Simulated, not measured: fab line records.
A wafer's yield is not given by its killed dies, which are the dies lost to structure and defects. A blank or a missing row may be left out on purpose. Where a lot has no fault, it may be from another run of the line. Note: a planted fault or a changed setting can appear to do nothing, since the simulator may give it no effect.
fab line records	flow gf180mcu
record: lots: 11	wafers: 33	last_day: 34
route steps=602 shown STI@1 VT_IMPLANT@132 POLY_GATE@167
lots that met no fault: taken from a fault-free run of the same line
start_h: the number of hours between the record's first day and the start of the first shown wafer of the lot	wait_h: time in hours since the lot's previous step	" the same as in the row above	L1.1+2: several wafers, shown together as one row	- either no value or no given start	* or withheld: withheld	< > ~ a bound
route shown NAME@n: names a module that has steps shown in the file, with the first one's number in the route	usual: mean and standard deviation over wafers with no fault	same: alike in all rows	chamber/n: place in a boat	sites: readings site by site	_std_site: the values' standard deviation	_edge_site: inner sites' mean taken away from outer sites' mean	radius_mm: for every site, how far away it sits from the centre of the wafer	mask NAME#n: copy n	behind: the most recent tool/chamber to have shaped the wafer	hold: why the lot went on hold/how many hours it stayed there/how the hold came to an end	device: the transistor (n, p or np) that didn't switch	end of line: tests of these same wafers at the route's end	step lacking rows: just its recipe	killed: dies that structure and defects cost at the first sort, which is not the same as the wafer's yield	map: a wafer's dies, marking killed ones x, the rest . and places with no die _
set.NAME: setting as actually run; set.NAME@STEP: the setting as run at that earlier step	model.NAME: the simulator's own value behind a step, which no gauge read
steps of the route over a sample of lots; a table a step, a row a wafer
services: a tool's chamber out of use, with start hour (start_h, from the record's first day; less than 0 if before it), hours out, and reason
== steps ==
step: GF_STI_BOW_MEAS_00
recipe: mode: bow
usual: INCOMING_BOW: 0/6.3
lot.wafer	tool	chamber	start_h	wait_h	INCOMING_BOW[um]
L732.1	film_metro-04	-	10.00	-	-6
L732.5	"	-	"	"	-8
L732.6	"	-	"	"	1
L735.3	film_metro-02	-	25.04	-	12
L735.5	"	-	"	"	5
L735.6	"	-	"	"	0
L736.2	film_metro-03	-	30.02	-	4
L736.3	"	-	"	"	0
L736.4	"	-	"	"	-3
L737.1	film_metro-02	-	35.00	-	10
L737.4	"	-	"	"	-11
L737.5	"	-	"	"	10
L738.2	film_metro-03	-	40.02	-	6
L738.4	"	-	"	"	8
L738.5	"	-	"	"	-6
L739.1	film_metro-04	-	45.00	-	1
L739.3	"	-	"	"	-11
L739.6	"	-	"	"	-2
L744.1	film_metro-04	-	70.00	-	4
L744.2	"	-	"	"	-6
L744.3	"	-	"	"	-9
L747.2	film_metro-02	-	85.02	-	0
L747.3	"	-	"	"	-1
L747.5	"	-	"	"	-8
L748.4	film_metro-02	-	90.06	-	2
L748.5	"	-	"	"	14
L748.6	"	-	"	"	-1
L752.2	film_metro-02	-	110.02	-	-10
L752.3	"	-	"	"	-2
L752.5	"	-	"	"	-4
L753.3	film_metro-03	-	115.04	-	-2
L753.5	"	-	"	"	-2
L753.6	"	-	"	"	-4
step: GF_STI_CVD_03
recipe: material: Si3N4	precursor: DCS/NH3	target_thk_nm: 207.16	temp_c: 770	time_s: 3551	pressure_mtorr: 250
usual: spike_tc_centre_C: 769.5/1.5	spike_tc_lower_C: 770.9/1.4	spike_tc_top_C: 784/3	spike_tc_upper_C: 769.7/1.6	zone_power_centre_pct: 13.4/2.1	zone_power_lower_pct: 11.5/1.3
lot.wafer	tool	chamber	start_h	wait_h	spike_tc_centre_C	spike_tc_lower_C	spike_tc_top_C	spike_tc_upper_C	zone_power_centre_pct	zone_power_lower_pct
L732.1	lpcvd-02	1	11.57	0.1	771.1	770.7	783	770.3	11.8	10.6
L732.5	"	1	"	"	772.4	771.2	783	769.9	11.9	10.5
L732.6	"	1	"	"	768.8	772.3	783	769.8	11.8	10.4
L735.3	lpcvd-02	0	26.57	0.0	769.2	768.4	786	770.1	16.2	10.3
L735.5	"	0	"	"	768.2	770.6	786	768.3	16.2	10.5
L735.6	"	0	"	"	766.6	768.5	787	768.8	16.0	10.6
L736.2	lpcvd-01	1	32.78	0.0	770.2	770.2	784	766.9	11.0	13.7
L736.3	"	1	"	"	770.9	769.9	785	765.8	11.1	13.9
L736.4	"	1	"	"	769.2	772.1	784	767.4	11.1	13.8
L737.1	lpcvd-01	1	37.65	0.1	769.9	770.9	783	768.5	10.9	13.6
L737.4	"	1	"	"	768.5	771.4	786	768.4	11.2	13.7
L737.5	"	1	"	"	769.6	771.4	785	767.3	10.9	13.5
L738.2	lpcvd-02	1	41.67	0.0	771.6	768.0	781	770.0	11.8	10.6
L738.4	"	1	"	"	771.5	771.2	782	770.7	11.9	10.6
L738.5	"	1	"	"	769.8	771.3	782	771.2	12.0	10.5
L739.1	lpcvd-02	1	47.86	0.1	771.5	769.9	782	770.1	11.7	10.5
L739.3	"	1	"	"	770.8	771.0	783	772.6	11.7	10.4
L739.6	"	1	"	"	770.2	769.6	783	769.4	11.9	10.5
L744.1	lpcvd-01	1	72.27	0.1	738.4	775.5	785	770.5	3.9	18.2
L744.2	"	1	"	"	737.3	776.0	783	771.4	3.8	18.5
L744.3	"	1	"	"	735.9	774.6	787	772.2	3.8	18.6
L747.2	lpcvd-01	1	86.57	0.0	738.0	777.7	785	772.0	3.9	18.5
L747.3	"	1	"	"	737.9	775.4	784	771.4	3.9	18.4
L747.5	"	1	"	"	738.7	775.9	784	771.2	3.9	18.3
L748.4	lpcvd-02	1	92.22	0.0	771.1	770.3	783	773.3	11.7	10.4
L748.5	"	1	"	"	771.7	772.0	784	770.7	12.0	10.4
L748.6	"	1	"	"	770.4	769.8	783	771.7	11.8	10.5
L752.2	lpcvd-02	1	112.24	0.0	769.6	771.7	782	771.4	11.8	10.4
L752.3	"	1	"	"	773.0	771.6	783	772.3	11.7	10.5
L752.5	"	1	"	"	771.0	770.3	781	771.1	11.8	10.5
L753.3	lpcvd-02	0	116.57	0.0	768.7	769.7	789	769.9	15.9	10.6
L753.5	"	0	"	"	766.7	771.5	787	770.4	16.1	10.5
L753.6	"	0	"	"	767.8	769.7	785	769.2	16.2	10.5
step: GF_STI_THK_MEAS_04
recipe: reads: Si3N4_of_STI_CVD_03
usual: STI_CVD_03_THK: 207.6/1.9
lot.wafer	tool	chamber	start_h	wait_h	STI_CVD_03_THK[nm]
L732.1	film_metro-04	-	14.55	0.0	206.5
L732.5	"	-	"	"	207.0
L732.6	"	-	"	"	205.0
L735.3	film_metro-02	-	28.58	0.0	208.2
L735.5	"	-	"	"	209.0
L735.6	"	-	"	"	209.1
L736.2	film_metro-03	-	35.77	0.0	209.0
L736.3	"	-	"	"	208.8
L736.4	"	-	"	"	208.6
L737.1	film_metro-04	-	40.63	0.0	207.3
L737.4	"	-	"	"	207.3
L737.5	"	-	"	"	204.8
L738.2	film_metro-03	-	43.66	0.0	205.3
L738.4	"	-	"	"	205.5
L738.5	"	-	"	"	206.0
L739.1	film_metro-03	-	49.85	0.0	206.9
L739.3	"	-	"	"	206.8
L739.6	"	-	"	"	206.4
L744.1	film_metro-02	-	74.26	0.0	172.6
L744.2	"	-	"	"	179.0
L744.3	"	-	"	"	185.7
L747.2	film_metro-03	-	88.57	0.0	160.8
L747.3	"	-	"	"	159.0
L747.5	"	-	"	"	160.6
L748.4	film_metro-02	-	94.24	0.0	209.8
L748.5	"	-	"	"	211.3
L748.6	"	-	"	"	210.2
L752.2	film_metro-02	-	114.24	0.0	205.7
L752.3	"	-	"	"	203.2
L752.5	"	-	"	"	204.7
L753.3	film_metro-03	-	118.58	0.0	206.2
L753.5	"	-	"	"	208.6
L753.6	"	-	"	"	206.5
step: GF_STI_ETCH_13
recipe: chemistry: CHF3/O2	stop_on: Si	over_etch_frac: 0.3	target_depth_a: 2823.1	source_w: 600	bias_w: 200	pressure_mtorr: 40	chf3_flow_sccm: 50	O2_flow_sccm: 5	time_s: 112.9
usual: chf3_flow_sccm: 50.01/0.15	drypump_motor_current_A: 5.6/0.41	oes_product_au: 0.833/0.0061	throttle_valve_pct: 8.809/0.0096
lot.wafer	tool	chamber	start_h	wait_h	chf3_flow_sccm	drypump_motor_current_A	oes_product_au	rf_hours_counter_h	throttle_valve_pct
L732.1	rie_diel-03	0	26.89	0.1	50.15	5.6	0.832	169	8.817
L732.5	"	0	"	"	49.98	5.6	0.823	-	8.829
L732.6	"	3	"	"	49.86	5.9	0.828	-	8.791
L735.3	rie_diel-03	0	41.09	0.1	50.07	5.6	0.837	169	8.802
L735.5	"	2	"	"	49.97	5.9	0.834	-	8.811
L735.6	"	3	"	"	49.99	5.9	0.840	-	8.824
L736.2	rie_diel-03	3	47.79	0.1	49.95	5.9	0.843	155	8.812
L736.3	"	0	"	"	50.14	5.7	0.845	169	8.808
L736.4	"	2	"	"	49.73	5.9	0.833	107	8.802
L737.1	rie_diel-04	0	53.96	0.1	49.89	5.5	0.831	1	8.814
L737.4	"	3	"	"	49.86	5.3	0.828	100	8.828
L737.5	"	3	"	"	50.08	5.2	0.829	-	8.796
L738.2	rie_diel-03	0	56.14	0.1	49.94	5.6	0.827	169	8.809
L738.4	"	3	"	"	50.05	5.9	0.828	156	8.812
L738.5	"	2	"	"	50.04	5.9	0.826	-	8.800
L739.1	rie_diel-02	1	61.94	0.1	50.02	4.9	0.838	131	8.797
L739.3	"	0	"	"	49.94	6.1	0.832	5	8.819
L739.6	"	3	"	"	49.86	6.0	0.828	-	8.811
L744.1	rie_diel-02	3	87.68	0.1	49.93	5.9	0.752	62	8.779
L744.2	"	2	"	"	49.87	4.9	0.781	5	8.794
L744.3	"	0	"	"	50.07	6.1	0.784	6	8.815
L747.2	rie_diel-03	2	101.91	0.1	50.32	5.9	0.736	109	8.788
L747.3	"	0	"	"	50.14	5.6	0.719	0	8.771
L747.5	"	3	"	"	49.88	5.9	0.735	-	8.782
L748.4	rie_diel-02	0	108.24	0.0	49.94	6.1	0.844	6	8.787
L748.5	"	1	"	"	49.81	4.9	0.832	-	8.817
L748.6	"	2	"	"	50.26	4.9	0.845	-	8.816
L752.2	rie_diel-02	0	129.54	0.1	49.83	6.1	0.834	7	8.797
L752.3	"	3	"	"	49.70	6.0	0.823	62	8.803
L752.5	"	1	"	"	50.12	4.9	0.832	-	8.814
L753.3	rie_diel-03	1	133.29	0.1	50.02	5.6	0.833	0	8.819
L753.5	"	1	"	"	50.09	5.6	0.832	-	8.799
L753.6	"	2	"	"	50.01	5.9	0.841	-	8.803
step: GF_VT_IMPLANT_STRIP_42
recipe: chemistry: O2/N2	power_w: 1400	pressure_mtorr: 1500	platen_temp_c: 250	o2_flow_sccm: 3000	n2_flow_sccm: 300	overash_fraction: 0.5
usual: drypump_motor_current_A: 5.8/0.46	heater_power_w: 335/28	n2_flow_sccm: 300.0/0.94	oes_product_au: 0.716/0.0048	strip_time_to_endpoint_s: 12.65/0.036
lot.wafer	tool	chamber	start_h	wait_h	drypump_motor_current_A	heater_power_w	n2_flow_sccm	oes_product_au	rf_hours_counter_h	strip_time_to_endpoint_s
L732.1	plasma_asher-01	0	157.81	0.1	5.1	347	299.9	0.708	38	12.72
L732.5	"	0	"	"	5.1	340	300.0	0.711	-	12.70
L732.6	"	1	"	"	6.3	317	300.2	0.715	-	12.71
L735.3	plasma_asher-03	1	180.74	0.1	6.5	297	299.9	0.714	-	12.65
L735.5	"	0	"	"	5.7	316	299.0	0.713	-	12.63
L735.6	"	1	"	"	6.5	306	300.0	0.719	-	12.66
L736.2	plasma_asher-01	0	185.72	0.1	5.2	338	299.2	0.716	42	12.64
L736.3	"	1	"	"	6.3	317	298.5	0.714	-	12.63
L736.4	"	0	"	"	5.1	346	300.2	0.723	-	12.62
L737.1	plasma_asher-04	1	197.95	0.1	5.5	382	299.6	0.716	57	12.69
L737.4	"	1	"	"	5.5	374	300.6	0.718	-	12.65
L737.5	"	0	"	"	5.4	376	301.4	0.719	-	12.69
L738.2	plasma_asher-03	1	199.80	0.1	6.5	297	298.4	0.722	54	12.62
L738.4	"	0	"	"	5.6	308	299.9	0.718	-	12.65
L738.5	"	1	"	"	6.5	303	297.3	0.711	-	12.59
L739.1	plasma_asher-01	0	205.40	0.1	5.1	339	299.2	0.714	44	12.65
L739.3	"	0	"	"	5.1	334	299.5	0.715	-	12.63
L739.6	"	0	"	"	5.1	344	299.8	0.713	-	12.64
L744.1	plasma_asher-03	1	242.05	0.1	6.5	300	299.0	0.714	58	12.66
L744.2	"	0	"	"	5.6	305	300.7	0.709	58	12.60
L744.3	"	1	"	"	6.4	300	301.7	0.708	-	12.67
L747.2	plasma_asher-04	0	260.45	0.1	5.5	364	300.1	0.719	64	12.69
L747.3	"	0	"	"	5.5	365	298.9	0.715	-	12.66
L747.5	"	1	"	"	5.6	366	297.9	0.717	-	12.61
L748.4	plasma_asher-04	1	267.70	0.1	5.5	363	299.8	0.713	-	12.64
L748.5	"	1	"	"	5.5	382	299.4	0.716	-	12.70
L748.6	"	0	"	"	5.5	375	300.1	0.712	-	12.69
L752.2	plasma_asher-03	1	293.40	0.1	6.5	302	299.7	0.715	63	12.65
L752.3	"	1	"	"	6.4	300	300.7	0.722	-	12.62
L752.5	"	0	"	"	5.7	311	299.4	0.721	-	12.62
L753.3	plasma_asher-03	1	298.39	0.1	6.5	295	299.0	0.708	-	12.63
L753.5	"	1	"	"	6.5	300	298.4	0.712	-	12.64
L753.6	"	0	"	"	5.6	317	300.1	0.713	-	12.64
step: GF_POLY_GATE_CD_MEAS_10
recipe: target_cd_nm: 280
usual: cd_nm: 280.0/1.2
lot.wafer	tool	chamber	start_h	wait_h	cd_nm
L732.1	cd_sem-02	-	196.72	0.1	281.6
L732.5	"	-	"	"	281.2
L732.6	"	-	"	"	281.7
L735.3	cd_sem-01	-	222.91	0.1	280.6
L735.5	"	-	"	"	281.0
L735.6	"	-	"	"	280.4
L736.2	cd_sem-02	-	228.60	0.1	278.9
L736.3	"	-	"	"	279.5
L736.4	"	-	"	"	278.9
L737.1	cd_sem-01	-	238.68	0.1	278.6
L737.4	"	-	"	"	278.6
L737.5	"	-	"	"	278.3
L738.2	cd_sem-02	-	240.19	0.1	281.8
L738.4	"	-	"	"	281.0
L738.5	"	-	"	"	280.7
L739.1	cd_sem-02	-	247.57	0.1	281.4
L739.3	"	-	"	"	280.2
L739.6	"	-	"	"	280.2
L744.1	cd_sem-02	-	285.03	0.1	279.5
L744.2	"	-	"	"	280.0
L744.3	"	-	"	"	280.8
L747.2	cd_sem-02	-	306.10	0.1	279.6
L747.3	"	-	"	"	279.5
L747.5	"	-	"	"	279.4
L748.4	cd_sem-02	-	313.02	0.1	280.6
L748.5	"	-	"	"	280.0
L748.6	"	-	"	"	280.6
L752.2	cd_sem-01	-	341.54	0.1	281.2
L752.3	"	-	"	"	280.7
L752.5	"	-	"	"	281.4
L753.3	cd_sem-01	-	346.72	0.1	280.0
L753.5	"	-	"	"	280.2
L753.6	"	-	"	"	281.3
== services ==
tool	chamber	start_h	hours	kind
rie_diel-03	2	13.06	13.2	repair
plasma_asher-01	-	17.39	4.4	repair
rie_diel-04	-	26.83	0.2	repair
plasma_asher-04	-	41.45	1.8	repair
rie_diel-02	0	71.84	3.9	repair
plasma_asher-01	-	88.12	1.4	repair
rie_diel-02	3	92.27	3.1	repair
plasma_asher-01	-	102.62	1.5	repair
rie_diel-02	-	109.76	14.6	pm
rie_diel-02	1	152.13	20.3	repair
rie_diel-03	1	156.00	1.4	repair
plasma_asher-03	-	162.95	15.6	pm
rie_diel-04	2	164.70	53.2	repair
lpcvd-02	-	186.22	0.6	repair
plasma_asher-03	-	213.00	0.5	repair
plasma_asher-01	-	215.72	0.8	repair
rie_diel-03	-	224.07	0.9	repair
plasma_asher-04	-	244.00	2.8	pm
plasma_asher-03	-	250.54	2.8	pm
plasma_asher-03	-	268.39	1.9	repair
rie_diel-03	-	272.16	2.8	pm
lpcvd-02	-	287.83	0.6	repair
plasma_asher-04	-	289.55	0.5	repair
rie_diel-02	-	295.74	15.6	pm
== key ==
first_sign: step: GF_STI_CVD_03	reading: spike_tc_centre_C	direction: down	sigmas: 22	usual: 769.5	struck: 737.7
effect: step: GF_STI_CVD_03	reading: zone_power_lower_pct	direction: up	sigmas: 5.1	usual: 11.5	struck: 18.4
effect: step: GF_STI_THK_MEAS_04	reading: STI_CVD_03_THK	direction: down	sigmas: 20	usual: 207.6	struck: 169.6
effect: step: GF_STI_ETCH_13	reading: oes_product_au	direction: down	sigmas: 13	usual: 0.833	struck: 0.751
met_at GF_STI_CVD_03
struck_lots L744,L747
tester_left_out L744,L747
not_acting_at GF_STI_BOW_MEAS_00,GF_VT_IMPLANT_STRIP_42,GF_POLY_GATE_CD_MEAS_10
onset_between 37.65 72.27
fault: kind: process_parameter_drift	tool: lpcvd-01	chamber: -	onset_h: 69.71	steps: GF_STI_CVD_03	channel: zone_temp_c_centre	offset: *	shape: step	end_h: 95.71
tester_left_out: of these lots the tester's yield and bins aren't shown, on N5 and GAA mostly nor the transistor test; their killed dies are dies lost to structure and defects alone, not to doping, threshold or leakage, so they don't give the yield
